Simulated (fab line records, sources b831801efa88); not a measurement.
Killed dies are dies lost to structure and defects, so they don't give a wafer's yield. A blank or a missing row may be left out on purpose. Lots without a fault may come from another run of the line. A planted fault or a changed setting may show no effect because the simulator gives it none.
Problem report in the 8D (eight disciplines) form, filled by code | flow sky130 | the parts of the form that need people (team, actions taken, sign-off) are left out

1. THE PROBLEM
SONOS_ONO_OXIDATION_THK at SKY_SONOS_ONO_THK_MEAS_01 reads a mean of 3.42 nm on 9 wafers of 3 lots; wafers without a fault read 2.61 nm with a standard deviation of 0.059. That is +14 standard deviations from the usual mean.
First seen on wafer L383.2, day 16 05:30, on film_metro-03. The record holds 39 wafers of 13 lots with a number at this step. Rule for "out", or "out of limits": more than 4 standard deviations from the usual mean. The other wafers with a number count as sound.

2. WHAT IT IS AND WHAT IT IS NOT
question                    | is                           | is not
which readings at this step | SONOS_ONO_OXIDATION_THK      | -
which lots                  | L383, L384, L386             | L369, L370, L371, L374, L375, L376, L377, L378, L387, L388
which wafers of those lots  | all that have a number       | -
read on which gauges        | film_metro-02, film_metro-03 | film_metro-01
when                        | from day 16 05:30            | up to then (24 sound wafers); but 6 sound wafers of L387, L388 came after

3. SUSPECTS, AND WHAT RULES EACH OUT
Counting: a tool at a process step up to the reading stays a suspect if it ran every lot that is out and no sound lot after the first of them.
- the gauge at SKY_SONOS_ONO_THK_MEAS_01: ruled out. The wafers that are out were read on 2 gauges (film_metro-02, film_metro-03).
- furnace-02 at SKY_SONOS_ONO_OXIDATION_00 (stabilise 600 s, purge 300 s, target thk 2.6 nm): kept. It ran every lot that is out, first L383 (day 16 04:08), and no sound lot after that; its last sound lot up to then is L378 (day 14 10:19).
Left after counting: furnace-02 at SKY_SONOS_ONO_OXIDATION_00.

4. THE CAUSE (what the simulator had put in)
Process parameter drift: furnace-02, from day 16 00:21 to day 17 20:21, at SKY_SONOS_ONO_OXIDATION_00. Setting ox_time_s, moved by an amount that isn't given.
Counting left only this tool.

5. THE CHAIN OF EFFECTS, in route order
Each row: a reading whose mean over the struck wafers that have a number lies more than 3 standard deviations from the usual. Only readings for which the record gives a usual standard deviation are gone through. hours: the time from each lot's start at the first step in this table that gives one to its start at this step, as a median over the lots. sigmas: the change in usual standard deviations.
hours | step                      | reading                 | usual   | on struck wafers | change | sigmas
0     | SKY_SONOS_ONO_THK_MEAS_01 | SONOS_ONO_OXIDATION_THK | 2.61 nm | 3.42             | +0.81  | +14
Later measuring or inspecting steps at which every struck wafer that the step has a row for has a number for every such reading, and none has moved that far: SKY_LDD_N_TW_MEAS_17.

6. WHAT WOULD HAVE CAUGHT IT SOONER
In this record the first reading out of limits at a measuring or inspecting step was taken at day 16 05:30, 5 hours after the fault began at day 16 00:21.
Of the tool readings at SKY_SONOS_ONO_OXIDATION_00 for which the record gives a usual standard deviation, none was out on any struck wafer, so an alarm limit of 4 standard deviations on them would not have fired.
Of the lots that are out (3), L384, L386 began SKY_SONOS_ONO_OXIDATION_00 on furnace-02 after day 16 05:30. A hold on the tool at that time would have spared those 2.
